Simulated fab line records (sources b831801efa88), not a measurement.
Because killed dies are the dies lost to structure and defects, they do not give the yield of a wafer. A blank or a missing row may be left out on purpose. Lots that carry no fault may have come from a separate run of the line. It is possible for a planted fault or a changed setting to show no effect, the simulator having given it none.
A lot that was struck, set against a sound lot || flow sky130 || 43 steps out of a route of 708
Sound: the wafers L902.2, L902.4, L902.6. Struck: wafers L910.2, L910.4, L910.5. Last of all comes the cause.
For every step that has rows: the tool of each side, followed by ch and its chambers, followed by its first start. Under that, the readings that differ: sound wafers || struck wafers || difference of the means || sigmas: that difference in standard deviations of wafers without a fault.
alike: readings with means less than 2 such deviations apart, plus words and numbers identical on both sides. not compared: withheld readings, readings lacking a value on some wafer, bounds such as >300 that could conceal the same value, and numbers that have no deviation in the record and whose values overlap.
Wherever a step has rows on one side only, a row that says differs or no value, or a row with sigmas, the two part there. Non-overlapping numbers with no deviation appear without sigmas and do not part them. Lack of a reading on every wafer of one side parts them only where that side has two or more wafers.

first, 1 step without rows for these wafers: SKY_LDD_HVP_IMPLANT_08.
SKY_LDD_HVP_STRIP_09: strips in O2/N2.
  sound on plasma_asher-03 ch 0,1, day 24 17:01; struck on plasma_asher-03 ch 1, day 27 13:31
  alike: drypump_motor_current_A, oes_product_au, strip_time_to_endpoint_s
  not compared: rf_hours_counter_h
SKY_LDD_HVP_TW_MEAS_10:
  sound on film_metro-01, day 24 17:07; struck on film_metro-01, day 27 13:37
  alike: LDD_HVP_TW
then, 7 steps without rows for these wafers: SKY_LDD_LDN_DEHYDRATE_00 (time 60 s); SKY_LDD_LDN_HMDS_01 (prime time 60 s); SKY_LDD_LDN_COAT_02 (resist thk 1140 nm); SKY_LDD_LDN_SOFTBAKE_03 (time 60 s); SKY_LDD_LDN_EXPOSE_04 (exposes mask LDNTM, target cd 700 nm); SKY_LDD_LDN_PEB_05; SKY_LDD_LDN_DEVELOP_06 (develop time 60 s).
SKY_LDD_LDN_OVL_MEAS_07:
  sound on overlay-02, day 25 22:21; struck on overlay-02, day 28 17:09
  alike: LDD_LDN_OVL
after that, 1 step had no rows for these wafers: SKY_LDD_LDN_IMPLANT_08.
SKY_LDD_LDN_IMPLANT_09:
  sound on implanter-02 ch 0, day 25 22:34; struck on implanter-01 ch 0, day 28 17:22
  alike: beam_on_s
then, 3 steps without rows for these wafers: SKY_LDD_LDN_IMPLANT_10; SKY_LDD_LDN_IMPLANT_11; SKY_LDD_LDN_STRIP_12 (strips in O2/N2).
SKY_LDD_LDN_TW_MEAS_13:
  sound on film_metro-03, day 25 23:05; struck on film_metro-01, day 28 17:53
  alike: LDD_LDN_TW
then, 2 steps without rows for these wafers: SKY_LDD_LDN_CLEAN_14 (cleans in SC1/SC2, time 150 s); SKY_SPACER_CVD_00 (deposits Si3N4 from DCS/NH3, target thk 43.1 nm, time 740 s).
SKY_SPACER_THK_MEAS_01:
  sound on film_metro-02, day 26 00:28; struck on film_metro-02, day 28 19:52
  alike: SPACER_CVD_00_THK
SKY_SPACER_ETCHBACK_02: etches Si3N4 in CH3F/O2, stops on SiO2, time 46.7 s, target depth 45 nm.
  sound on rie_diel-02 ch 0,1,3, day 26 00:31; struck on rie_diel-02 ch 0,1,2, day 28 19:55
  alike: drypump_motor_current_A, oes_product_au, throttle_valve_pct
  not compared: rf_hours_counter_h
then, 8 steps without rows for these wafers: SKY_POLY_CUT_DEHYDRATE_00 (time 60 s); SKY_POLY_CUT_HMDS_01 (prime time 60 s); SKY_POLY_CUT_COAT_02 (resist thk 60 nm); SKY_POLY_CUT_COAT_03 (resist thk 450 nm); SKY_POLY_CUT_SOFTBAKE_04 (time 90 s); SKY_POLY_CUT_EXPOSE_05 (exposes mask NPCM, target cd 270 nm); SKY_POLY_CUT_PEB_06; SKY_POLY_CUT_DEVELOP_07 (develop time 60 s).
SKY_POLY_CUT_CD_MEAS_08 targets a cd of 270 nm.
  sound on cd_sem-02, day 27 05:29; struck on cd_sem-01, day 30 00:11
  alike: cd_nm
SKY_POLY_CUT_OVL_MEAS_09:
  sound on overlay-01, day 27 05:35; struck on overlay-01, day 30 00:17
  alike: POLY_CUT_OVL
SKY_POLY_CUT_ETCH_10: etches BARC in N2/H2, stops on SiO2, time 45.9 s, target depth 60 nm.
  sound on rie_diel-04 ch 0,1,3, day 27 05:37; struck on rie_diel-03 ch 0,1,2, day 30 00:19
  alike: drypump_motor_current_A, h2_flow_sccm, oes_product_au, throttle_valve_pct
  not compared: rf_hours_counter_h
SKY_POLY_CUT_ETCH_11: etches Si3N4 in CF4/CH2F2/Ar, stops on poly-Si, time 42.5 s, target depth 60 nm.
  sound on rie_diel-04 ch 0,1,3, day 27 05:39; struck on rie_diel-03 ch 0,1,2, day 30 00:21
  alike: drypump_motor_current_A, oes_product_au, throttle_valve_pct
  not compared: rf_hours_counter_h
SKY_POLY_CUT_STRIP_12: strips in O2/N2.
  sound on plasma_asher-03 ch 0,1, day 27 05:41; struck on plasma_asher-02 ch 0,1, day 30 00:23
  alike: drypump_motor_current_A, oes_product_au, strip_time_to_endpoint_s
  not compared: rf_hours_counter_h
then, 7 steps without rows for these wafers: SKY_SD_P_DEHYDRATE_00 (time 60 s); SKY_SD_P_HMDS_01 (prime time 60 s); SKY_SD_P_COAT_02 (resist thk 1140 nm); SKY_SD_P_SOFTBAKE_03 (time 60 s); SKY_SD_P_EXPOSE_04 (exposes mask PSDM, target cd 380 nm); SKY_SD_P_PEB_05; SKY_SD_P_DEVELOP_06 (develop time 60 s).
SKY_SD_P_CD_MEAS_07 targets a cd of 380 nm.
  sound on cd_sem-01, day 28 09:41; struck on cd_sem-02, day 31 04:34
  alike: cd_nm
-- here the record skips 19 days between the struck wafers' starts before and after, leaving off in module SD_P and picking up in module PAD_OPEN (first step shown: number 708 of the route) --
SKY_PAD_OPEN_PROBE_99:
  sound on prober-02, day 47 23:55; struck on prober-02, day 49 20:07
{"reading": "model.etest.tip_sonos.rs_ohm_sq_range", "sound": "44.75 37.11 44.35", "struck": "84.44 112.8 85.08", "difference": "+52.04", "sigmas": ""}
  alike: killed_at_M0_to_M3, killed_at_M4_up, killed_at_contacts, killed_at_front_end, killed_at_other, killed_dies, killed_open, killed_short
  not compared: model.etest.tip_sonos.rs_ohm_sq_rim_less_centre

WHERE THEY PART
Nowhere in this record.

WHY: the cause the simulator had injected
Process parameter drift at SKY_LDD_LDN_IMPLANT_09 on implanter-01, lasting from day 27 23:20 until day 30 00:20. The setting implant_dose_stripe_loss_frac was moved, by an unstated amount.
